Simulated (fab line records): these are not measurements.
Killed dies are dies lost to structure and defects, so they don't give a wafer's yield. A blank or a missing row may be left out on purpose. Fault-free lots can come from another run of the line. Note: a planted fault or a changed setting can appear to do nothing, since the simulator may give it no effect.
A lot that was struck, set against a sound lot	flow sky130	17 out of 708 route steps
Sound: these wafers, L781.2, L781.4, L781.5. Wafers L779.1, L779.3, L779.5 were the ones struck. The cause comes at the end.
At each step with rows: each side's tool, then ch and its chambers, then its first start. Under that, the readings that differ: sound wafers	struck wafers	difference of the means	sigmas: that difference in standard deviations of wafers without a fault.
alike: readings whose means differ by less than 2 such deviations, and words and numbers that are the same on both sides. not compared: withheld readings, readings that some wafer has no value for, bounds like >300 that may hide the same value, and numbers for which the record gives no deviation and whose values overlap.
A row with sigmas, a row that says differs or no value, or rows on one side alone: a step with any of these is where the two part. Non-overlapping numbers with no deviation appear without sigmas and do not part them. A reading that every wafer of one side lacks parts them only if that side has two wafers or more.

first, 1 step without rows for these wafers: SKY_VT_ADJUST_PCH_IMPLANT_08.
SKY_VT_ADJUST_PCH_STRIP_09: strips in O2/N2.
  sound on plasmaAsher-02 ch 0,1, day 15 01:49; struck on plasmaAsher-02 ch 0,1, day 14 03:02
  alike: drypumpMotorCurrentA, oesProductAu, stripTimeToEndpointS
  not compared: rfHoursCounterH
SKY_VT_ADJUST_PCH_TW_MEAS_10:
  struck on filmMetro-02, day 14 03:08; sound on filmMetro-03, day 15 01:55
  alike: VT_ADJUST_PCH_TW
then, 7 steps without rows for these wafers: SKY_SONOS_TUNNEL_DEHYDRATE_00 (time 60 s); SKY_SONOS_TUNNEL_HMDS_01 (prime time 60 s); SKY_SONOS_TUNNEL_COAT_02 (resist thk 1140 nm); SKY_SONOS_TUNNEL_SOFTBAKE_03 (time 60 s); SKY_SONOS_TUNNEL_EXPOSE_04 (exposes mask TUNM, target cd 410 nm); SKY_SONOS_TUNNEL_PEB_05; SKY_SONOS_TUNNEL_DEVELOP_06 (develop time 60 s).
SKY_SONOS_TUNNEL_CD_MEAS_07: target cd 410 nm.
  struck on cdSem-02, day 15 04:44; sound on cdSem-02, day 16 05:23
  alike: cdNm
SKY_SONOS_TUNNEL_OVL_MEAS_08:
  struck on overlay-02, day 15 04:52; sound on overlay-01, day 16 05:30
  alike: SONOS_TUNNEL_OVL
SKY_SONOS_TUNNEL_IMPLANT_09:
  sound on implanter-04 ch 0, day 16 05:34; struck on implanter-03, day 15 04:54
  no value came back on the struck wafers for beamEnergyKeV, beamOnS (s); on the sound wafers beamEnergyKeV reads 20.004 20.000 19.995
then, 2 steps without rows for these wafers: SKY_SONOS_TUNNEL_WET_ETCH_10 (etches SiO2 in dHF, target depth 14 nm, time 280 s); SKY_SONOS_TUNNEL_STRIP_11 (strips in SPM, time 600 s).
SKY_SONOS_TUNNEL_TW_MEAS_12:
  struck on filmMetro-01, day 15 05:19; sound on filmMetro-04, day 16 05:58
reading	sound	struck	difference	sigmas
SONOS_TUNNEL_TW	196.6 196.9 195.9	29.9 29.5 29.6	-166.8	-93
then, 1 step without rows for these wafers: SKY_SONOS_TUNNEL_CLEAN_13 (cleans in dHF, time 20 s).

## WHERE THEY PART
First at SKY_SONOS_TUNNEL_IMPLANT_09; last, within this record, at SKY_SONOS_TUNNEL_TW_MEAS_12.

WHY: what had been put in by the simulator
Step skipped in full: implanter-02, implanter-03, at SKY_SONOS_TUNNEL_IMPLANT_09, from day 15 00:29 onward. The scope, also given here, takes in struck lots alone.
